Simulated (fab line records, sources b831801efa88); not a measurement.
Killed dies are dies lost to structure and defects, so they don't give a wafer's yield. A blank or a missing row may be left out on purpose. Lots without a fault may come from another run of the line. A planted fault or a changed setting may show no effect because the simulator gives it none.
Chamber matching | flow gf180mcu | GF_V4_CVD_02 on pecvd-03: 3 sister chambers
The step deposits SiO2 from TEOS, target thk 850 nm, time 94.851 s. 6 wafers are shown with their chamber, then 7 later ones without.

WAFERS WITH THEIR CHAMBER
wafer  | chamber | heater_power_w (W) | susceptor_temp_C (C)
L085.4 | 0       | 423                | 399.99
L088.1 | 1       | 761                | 399.96
L088.2 | 2       | 599                | 399.97
L088.6 | 0       | 510                | 399.67
L093.1 | 1       | 735                | 400.21
L093.2 | 2       | 674                | 399.68

WAFERS WITHOUT THEIR CHAMBER
wafer  | heater_power_w (W) | susceptor_temp_C (C)
L093.5 | 423                | 400.14
L094.2 | 665                | 400.22
L094.3 | 703                | 399.97
L094.6 | 739                | 399.87
L097.2 | 695                | 400.03
L097.5 | 541                | 400.24
L097.6 | 678                | 400.00

WHICH CHAMBER EACH WENT THROUGH
wafer  | from the rows above          | in truth
L093.5 | 0                            | 0
L094.2 | can't be placed: 1 or 2      | 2
L094.3 | can't be placed: 1 or 2      | 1
L094.6 | can't be placed: 1 or 2      | 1
L097.2 | can't be placed: 1 or 2      | 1
L097.5 | can't be placed: 0 or 2 or 1 | 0
L097.6 | can't be placed: 2 or 1      | 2
Placed correctly: 1 of 7. Can't be placed from these rows: 6 (the true chamber is among the candidates in 6). Placed wrongly: 0.
How it was worked out, from the rows above alone: a wafer's distance from a chamber is the root of the sum, over the readings, of the square of ((its reading less the chamber's mean) divided by the reading's scatter). The wafer belongs to the nearest chamber; if the next one is less than 2 further off, it can't be placed. A chamber's mean is the mean of its shown wafers. The scatter: the root of (the sum of the squares of (reading less its chamber's mean) over the shown wafers, divided by (wafers less chambers)).
